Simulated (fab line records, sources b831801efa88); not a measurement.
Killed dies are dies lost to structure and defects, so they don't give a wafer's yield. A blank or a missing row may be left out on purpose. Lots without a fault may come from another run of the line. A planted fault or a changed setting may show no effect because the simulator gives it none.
fab line records | flow sky130
record lots=5 wafers=15 last_day=49
route steps=708 shown CONTACT@411 PAD_OPEN@708
lots that met no fault: from a run of the same line without faults
start_h: hours from the record's first day to the start of the lot's first wafer shown | wait_h: hours since the lot's step before | " the same as in the row above | L1.1+2: a row that stands for several wafers | - no value, or no start given | * or withheld: withheld | < > ~ a bound
route shown NAME@n: a module of which the file shows steps, and the number in the route of the first | usual: mean/standard deviation of fault-free wafers | same: alike in all rows | chamber/n: place in a boat | sites: the reading at each site | _std_site: their standard deviation | _edge_site: outer sites' mean less inner sites' | radius_mm: how far each site lies from the wafer's centre | mask NAME#n: copy n | behind: the tool/chamber that last shaped the wafer | hold: why the lot was held/for how many hours/how that ended | device: the transistor (n, p or np) that didn't switch | end of line: the same wafers' tests at the end of the route | a step without rows: its recipe alone | killed: dies lost to structure and defects at the first sort, not the wafer's yield | map: a wafer's dies, x killed, . not, _ none there
set.NAME: the setting as run; set.NAME@STEP: as run at that earlier step | model.NAME: the simulator's own value behind a step, which no gauge read
lots at some steps of the route; a table a step, a row a wafer
services: from which hour (start_h, from the record's first day; less than 0 if before it) a tool's chamber was out of use, for how many hours, and why
## steps
# step SKY_CONTACT_BOW_MEAS_05
# recipe mode=bow
# usual CONTACT_BOW=80/7.1
# columns lot.wafer tool chamber start_h wait_h CONTACT_BOW[um]
L673.1 film_metro-03 - 744.09 0.3 79
L673.3 " - " " 65
L673.4 " - " " 71
L674.1 film_metro-02 - 760.35 0.2 70
L674.3 " - " " 75
L674.5 " - " " 81
L683.1 film_metro-02 - 820.82 0.2 81
L683.3 " - " " 84
L683.5 " - " " 81
L684.3 film_metro-01 - 829.32 0.1 76
L684.5 " - " " 82
L684.6 " - " " 82
L685.2 film_metro-02 - 836.19 0.2 78
L685.4 " - " " 74
L685.5 " - " " 89
# step SKY_CONTACT_DEHYDRATE_06
# recipe temp_c=200 time_s=60
# step SKY_CONTACT_HMDS_07
# recipe prime_time_s=60 prime_temp_c=120
# step SKY_CONTACT_COAT_08
# recipe resist=BARC temp_c=withheld time_s=withheld spin_rpm=3000 resist_thk_nm=60
# step SKY_CONTACT_COAT_09
# recipe resist=KrF-thick spin_rpm=3000 resist_thk_nm=450
# step SKY_CONTACT_SOFTBAKE_10
# recipe temp_c=100 time_s=90 resist=KrF-thick
# step SKY_CONTACT_EXPOSE_11
# recipe mask_id=CTM1 na=0.8 source_shape=annular sigma_inner=0.55 sigma_outer=0.85 target_cd_nm=170 dose_mj=38
# step SKY_CONTACT_PEB_12
# recipe peb_temp_c=withheld peb_time_s=withheld resist=KrF-thick
# step SKY_CONTACT_DEVELOP_13
# recipe develop_time_s=60 resist=KrF-thick dev_temp_c=21
# step SKY_CONTACT_CD_MEAS_14
# recipe target_cd_nm=170
# usual cd_nm=169.9/1.3
# columns lot.wafer tool chamber start_h wait_h cd_nm
L673.1 cd_sem-01 - 771.58 - 170.2
L673.3 " - " " 170.5
L673.4 " - " " 170.5
L674.1 cd_sem-02 - 787.46 - 169.1
L674.3 " - " " 170.3
L674.5 " - " " 168.4
L683.1 cd_sem-01 - 846.36 - 169.7
L683.3 " - " " 169.6
L683.5 " - " " 168.6
L684.3 cd_sem-02 - 855.85 - 168.6
L684.5 " - " " 169.7
L684.6 " - " " 167.8
L685.2 cd_sem-02 - 862.03 - 169.1
L685.4 " - " " 169.0
L685.5 " - " " 169.7
# step SKY_CONTACT_OVL_MEAS_15
# usual CONTACT_OVL=3/5.4
# columns lot.wafer tool chamber start_h wait_h CONTACT_OVL[nm]
L673.1 overlay-01 - 771.70 0.1 9
L673.3 " - " " 9
L673.4 " - " " 7
L674.1 overlay-02 - 787.58 0.1 0
L674.3 " - " " 9
L674.5 " - " " 0
L683.1 overlay-02 - 846.48 0.1 -4
L683.3 " - " " 4
L683.5 " - " " 1
L684.3 overlay-01 - 855.94 0.1 14
L684.5 " - " " 5
L684.6 " - " " 3
L685.2 overlay-01 - 862.14 0.1 10
L685.4 " - " " 14
L685.5 " - " " 10
# step SKY_CONTACT_ETCH_16
# recipe chemistry=N2/H2 target=BARC ion_energy_ev=200 source_w=500 bias_w=100 pressure_mtorr=30 n2_flow_sccm=100 h2_flow_sccm=200 stop_on=SiO2 time_s=45.9 target_depth_a=600
# usual drypump_motor_current_A=5.6/0.45 oes_product_au=0.854/0.0051 rf_fwd_power_W=495.1/1.6 throttle_valve_pct=13.225/0.0095
# columns lot.wafer tool chamber start_h wait_h drypump_motor_current_A oes_product_au rf_fwd_power_W rf_hours_counter_h throttle_valve_pct
L673.1 rie_diel-04 3 771.73 0.0 6.2 0.855 494.4 28 13.234
L673.3 " 1 " " 5.6 0.853 497.0 7 13.225
L673.4 " 0 " " 6.3 0.854 494.9 16 13.224
L674.1 rie_diel-02 3 787.62 0.0 6.2 0.849 496.7 33 13.221
L674.3 " 1 " " 5.2 0.854 496.6 7 13.218
L674.5 " 2 " " 5.4 0.850 498.7 - 13.215
L683.1 rie_diel-04 0 846.52 0.0 6.3 0.851 493.9 19 13.210
L683.3 " 3 " " 6.2 0.852 494.1 31 13.224
L683.5 " 1 " " 5.6 0.846 494.3 - 13.223
L684.3 rie_diel-02 3 855.97 0.0 6.2 0.855 495.8 0 13.232
L684.5 " 3 " " 6.2 0.852 495.4 - 13.241
L684.6 " 1 " " 5.2 0.856 496.4 - 13.241
L685.2 rie_diel-02 1 862.17 0.0 5.2 0.853 495.0 10 13.230
L685.4 " 3 " " 6.2 0.862 493.3 - 13.218
L685.5 " 0 " " 6.1 0.854 492.7 - 13.222
# step SKY_CONTACT_ETCH_17
# recipe target=SiO2 chemistry=C4F8/O2/Ar stop_on=Si3N4 mask_material=KrF-thick source_w=1500 bias_w=1200 pressure_mtorr=40 c4f8_flow_sccm=withheld O2_flow_sccm=6 Ar_flow_sccm=300 time_s=withheld target_depth_a=3400
# usual oes_product_au=0.892/0.0042 rf_fwd_power_W=1489/4.8
# columns lot.wafer tool chamber start_h wait_h oes_product_au rf_fwd_power_W model.CONTACT.feature_depth_nm model.Si3N4_of_CONTACT_CVD_00.thk_nm model.KrF-thick_of_CONTACT_COAT_09.thk_nm
L673.1 rie_diel-04 3 771.77 0.0 0.891 1487 338.6 73.83 327.3
L673.3 " 1 " " 0.892 1505 339.3 74.36 328.7
L673.4 " 0 " " 0.894 1481 339.5 75.31 330.1
L674.1 rie_diel-02 3 787.66 0.0 0.894 1493 340.2 74.5 328.3
L674.3 " 1 " " 0.888 1488 341.8 76.31 326.6
L674.5 " 2 " " 0.896 1497 338.6 76.17 327.3
L683.1 rie_diel-04 0 846.56 0.0 0.891 1484 337.6 73.51 332.6
L683.3 " 3 " " 0.891 1488 340.3 73.7 330.5
L683.5 " 1 " " 0.889 1721 342.7 70.39 328
L684.3 rie_diel-02 3 856.01 0.0 0.895 1487 339.3 74.87 328.5
L684.5 " 3 " " 0.886 1488 337.6 74.61 328.5
L684.6 " 1 " " 0.892 1488 339 76 326.3
L685.2 rie_diel-02 1 862.21 0.0 0.895 1493 341.3 73.2 327.9
L685.4 " 3 " " 0.897 1488 341 75.49 327.5
L685.5 " 0 " " 0.893 1485 340.6 73.97 329.1
# step SKY_CONTACT_ETCH_18
# recipe target=Si3N4 chemistry=CHF3/O2 stop_on=TiN source_w=600 bias_w=200 pressure_mtorr=40 chf3_flow_sccm=50 O2_flow_sccm=5 time_s=39 target_depth_a=750
# usual chf3_flow_sccm=50.00/0.16 drypump_motor_current_A=5.6/0.45 oes_product_au=0.854/0.0076 rf_fwd_power_W=593.8/1.9 throttle_valve_pct=8.793/0.0092
# columns lot.wafer tool chamber start_h wait_h chf3_flow_sccm drypump_motor_current_A oes_product_au rf_fwd_power_W rf_hours_counter_h throttle_valve_pct model.etch.depth_nm
L673.1 rie_diel-04 3 - - 49.77 6.2 0.847 594.2 28 8.791 73.83
L673.3 " 1 " " 49.71 5.6 0.856 595.3 7 8.794 74.36
L673.4 " 0 " " 50.06 6.3 0.864 593.2 16 8.788 75.31
L674.1 rie_diel-02 3 - - 49.65 6.2 0.850 592.2 33 8.796 74.5
L674.3 " 1 " " 50.31 5.2 0.864 595.0 7 8.793 76.31
L674.5 " 2 " " 50.03 5.4 0.869 590.8 - 8.803 76.17
L683.1 rie_diel-04 0 - - 49.86 6.3 0.850 592.7 19 8.782 73.51
L683.3 " 3 " " 50.06 6.1 0.848 595.1 31 8.788 73.7
L683.5 " 1 " " 50.03 5.6 0.825 593.6 - 8.778 70.39
L684.3 rie_diel-02 3 - - 49.94 6.2 0.851 594.3 0 8.779 74.87
L684.5 " 3 " " 50.03 6.2 0.860 594.2 - 8.799 74.61
L684.6 " 1 " " 50.13 5.2 0.853 598.4 - 8.799 76
L685.2 rie_diel-02 1 - - 50.11 5.2 0.845 595.4 10 8.775 73.2
L685.4 " 3 " " 50.00 6.2 0.859 595.3 - 8.798 75.49
L685.5 " 0 " " 50.03 6.1 0.847 596.9 - 8.796 73.97
# step SKY_CONTACT_STRIP_19
# recipe chemistry=O2/N2 power_w=1400 pressure_mtorr=1500 platen_temp_c=withheld o2_flow_sccm=3000 n2_flow_sccm=300 overash_fraction=0.5
# usual drypump_motor_current_A=5.64/0.26 oes_product_au=0.380/0.0051 strip_time_to_endpoint_s=3.62/0.041
# same overash_fraction=0.5
# columns lot.wafer tool chamber start_h wait_h drypump_motor_current_A oes_product_au rf_hours_counter_h strip_time_to_endpoint_s
L673.1 plasma_asher-01 1 771.86 - 6.07 0.384 28 3.62
L673.3 " 1 " " 6.00 0.381 - 3.65
L673.4 " 0 " " 5.54 0.386 - 3.66
L674.1 plasma_asher-01 0 787.75 - 5.55 0.375 30 3.62
L674.3 " 1 " " 6.02 0.377 - 3.59
L674.5 " 1 " " 6.06 0.378 - 3.60
L683.1 plasma_asher-01 1 846.65 - 6.03 0.373 36 3.67
L683.3 " 0 " " 5.56 0.384 - 3.67
L683.5 " 1 " " 6.07 0.377 - 3.64
L684.3 plasma_asher-02 1 856.13 - 5.56 0.382 - 3.63
L684.5 " 1 " " 5.56 0.381 - 3.64
L684.6 " 0 " " 5.43 0.380 - 3.60
L685.2 plasma_asher-01 1 862.30 - 5.98 0.374 37 3.60
L685.4 " 1 " " 5.96 0.381 - 3.62
L685.5 " 1 " " 6.00 0.398 - 3.63
# step SKY_PAD_OPEN_PROBE_99
# usual killed_at_M0_to_M3=44/6 killed_at_M4_up=2.9/1.5 killed_at_contacts=24/4.9 killed_at_front_end=16/4.3 killed_at_other=0.3/0.54 killed_dies=87/8.7 killed_open=48/6.7 killed_short=39/5.9
# same gross_dies=492 killed_at_back_side=0
# columns lot.wafer tool chamber start_h wait_h killed_at_M0_to_M3 killed_at_M4_up killed_at_contacts killed_at_front_end killed_at_other killed_dies killed_open killed_short
L673.1 prober-02 - 1103.43 0.1 59 5 18 21 0 103 56 47
L673.3 prober-02 - 1103.53 0.2 39 1 25 17 0 82 43 38
L673.4 prober-02 - 1103.58 0.2 35 2 29 14 1 81 45 36
L674.1 prober-02 - 1115.15 0.1 51 4 19 17 0 91 51 40
L674.3 prober-02 - 1115.25 0.2 39 2 29 17 0 87 44 43
L674.5 prober-02 - 1115.35 0.2 44 4 30 19 1 98 55 43
L683.1 prober-01 - 1157.41 0.1 48 2 21 16 0 87 50 37
L683.3 prober-01 - 1157.51 0.2 38 3 28 8 0 77 44 32
L683.5 prober-01 - 1157.61 0.2 46 3 19 20 1 89 45 44
L684.3 prober-02 - 1165.47 0.2 41 2 26 14 1 84 50 34
L684.5 prober-02 - 1165.57 0.2 54 3 25 10 1 93 43 50
L684.6 prober-02 - 1165.62 0.2 46 3 22 11 0 82 47 35
L685.2 prober-01 - 1169.07 0.1 50 3 14 11 1 79 47 31
L685.4 prober-01 - 1169.17 0.2 31 4 22 12 0 69 36 31
L685.5 prober-01 - 1169.22 0.2 37 2 28 12 0 79 43 36
# killed by level:class
L673.1 VIA2:geometric_particle:open=11 METAL1:geometric_particle:short=11 VIA1:geometric_particle:open=11 VIA3:geometric_particle:open=11 FIELD_ISO:geometric_particle:open=7 LI_CONTACT:geometric_particle:open=5 CONTACT:geometric_particle:short=5 METAL2:geometric_particle:short=5
L673.3 LI_CONTACT:geometric_particle:open=7 VIA1:geometric_particle:open=7 CONTACT:geometric_particle:short=6 CONTACT:geometric_particle:open=6 METAL1:geometric_particle:short=6 VIA3:geometric_particle:open=6 FIELD_ISO:geometric_particle:open=5 LOCAL_INTERCONNECT:geometric_particle:short=5
L673.4 LI_CONTACT:geometric_particle:open=12 VIA3:geometric_particle:open=8 CONTACT:geometric_particle:open=7 VIA1:geometric_particle:open=6 METAL1:geometric_particle:short=6 POLY_GATE:geometric_particle:short=5 LOCAL_INTERCONNECT:geometric_particle:short=5 FIELD_ISO:geometric_particle:short=4
L674.1 VIA1:geometric_particle:open=16 VIA3:geometric_particle:open=11 POLY_GATE:geometric_particle:short=7 VIA2:geometric_particle:short=6 METAL2:geometric_particle:short=5 LI_CONTACT:geometric_particle:open=4 CONTACT:geometric_particle:short=4 CONTACT:geometric_particle:open=4
L674.3 CONTACT:geometric_particle:open=8 LI_CONTACT:geometric_particle:open=7 VIA1:geometric_particle:open=7 POLY_GATE:geometric_particle:short=6 CONTACT:geometric_particle:short=6 VIA3:geometric_particle:short=6 FIELD_ISO:geometric_particle:open=5 VIA2:geometric_particle:open=5
L674.5 CONTACT:geometric_particle:open=16 VIA1:geometric_particle:open=11 VIA1:geometric_particle:short=9 POLY_GATE:geometric_particle:open=7 LI_CONTACT:geometric_particle:open=6 VIA3:geometric_particle:open=6 CONTACT:geometric_particle:short=5 FIELD_ISO:geometric_particle:short=4
L683.1 VIA1:geometric_particle:open=13 CONTACT:geometric_particle:open=8 POLY_GATE:geometric_particle:short=8 LI_CONTACT:geometric_particle:open=8 VIA1:geometric_particle:short=7 VIA2:geometric_particle:open=6 VIA3:geometric_particle:open=5 POLY_GATE:geometric_particle:open=4
L683.3 LI_CONTACT:geometric_particle:open=9 CONTACT:geometric_particle:open=8 VIA2:geometric_particle:open=8 VIA1:geometric_particle:open=8 VIA1:geometric_particle:short=6 CONTACT:geometric_particle:short=5 LI_CONTACT:geometric_particle:short=4 VIA3:geometric_particle:short=4
L683.5 VIA1:geometric_particle:open=13 METAL1:geometric_particle:short=9 CONTACT:geometric_particle:open=7 LI_CONTACT:geometric_particle:open=5 VIA1:geometric_particle:short=5 VIA3:geometric_particle:open=5 FIELD_ISO:geometric_particle:short=4 FIELD_ISO:geometric_particle:open=4
L684.3 VIA1:geometric_particle:open=11 LI_CONTACT:geometric_particle:open=9 CONTACT:geometric_particle:open=8 VIA1:geometric_particle:short=8 VIA3:geometric_particle:open=7 FIELD_ISO:geometric_particle:open=5 CONTACT:geometric_particle:short=5 VIA3:geometric_particle:short=5
L684.5 VIA1:geometric_particle:open=9 CONTACT:geometric_particle:short=8 CONTACT:geometric_particle:open=8 METAL1:geometric_particle:short=7 METAL2:geometric_particle:short=7 METAL3:geometric_particle:short=7 VIA2:geometric_particle:open=6 VIA3:geometric_particle:open=5
L684.6 VIA1:geometric_particle:open=12 CONTACT:geometric_particle:open=7 VIA2:geometric_particle:open=7 VIA1:geometric_particle:short=7 VIA3:geometric_particle:open=7 LI_CONTACT:geometric_particle:open=6 CONTACT:geometric_particle:short=4 METAL1:geometric_particle:short=4
L685.2 VIA1:geometric_particle:open=15 VIA3:geometric_particle:open=12 METAL2:geometric_particle:short=5 VIA2:geometric_particle:open=5 POLY_GATE:geometric_particle:open=4 CONTACT:geometric_particle:short=4 CONTACT:geometric_particle:open=4 METAL1:geometric_particle:short=4
L685.4 VIA1:geometric_particle:open=8 LOCAL_INTERCONNECT:geometric_particle:short=7 VIA3:geometric_particle:open=6 LI_CONTACT:geometric_particle:open=6 CONTACT:geometric_particle:open=5 CONTACT:geometric_particle:short=4 METAL1:geometric_particle:short=4 VIA2:geometric_particle:short=3
L685.5 VIA1:geometric_particle:open=14 CONTACT:geometric_particle:open=9 LI_CONTACT:geometric_particle:open=8 CONTACT:geometric_particle:short=6 VIA1:geometric_particle:short=5 POLY_GATE:geometric_particle:short=4 LI_CONTACT:geometric_particle:short=4 VIA2:geometric_particle:open=4
## services
# columns tool chamber start_h hours kind
rie_diel-04 1 783.78 1.3 repair
plasma_asher-01 - 790.51 2.7 repair
rie_diel-02 3 826.85 - clean
rie_diel-02 3 826.85 22.1 scheduled_down
rie_diel-02 3 826.85 22.1 vent_cycle
rie_diel-02 2 845.36 7.4 repair
rie_diel-04 3 850.42 - clean
rie_diel-04 3 850.42 16.6 scheduled_down
rie_diel-04 3 850.42 16.6 vent_cycle
rie_diel-02 2 852.77 - clean
rie_diel-02 2 852.77 18.3 scheduled_down
rie_diel-02 2 852.77 18.3 vent_cycle
## key
first_sign step=SKY_CONTACT_ETCH_17 reading=rf_fwd_power_W direction=up sigmas=48 usual=1489 struck=1721
effect step=SKY_CONTACT_ETCH_18 reading=oes_product_au direction=down sigmas=3.8 usual=0.854 struck=0.825
model_effect step=SKY_CONTACT_ETCH_17 value=CONTACT.feature_depth_nm without=338.7 struck=342.7
model_effect step=SKY_CONTACT_ETCH_18 value=etch.depth_nm without=74.4 struck=70.39
met_at SKY_CONTACT_ETCH_17
struck_wafers L683.5
tester_left_out L683
onset_between 771.77 846.56
fault kind=process_parameter_drift tool=rie_diel-04 chamber=1 onset_h=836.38 steps=SKY_CONTACT_ETCH_17 channel=source_w offset=240 shape=step end_h=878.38 acts_in=these_recipes_only stated=1500
# tester_left_out: of these lots the tester's yield and bins aren't shown, on N5 and GAA mostly nor the transistor test; their killed dies are dies lost to structure and defects alone, not to doping, threshold or leakage, so they don't give the yield
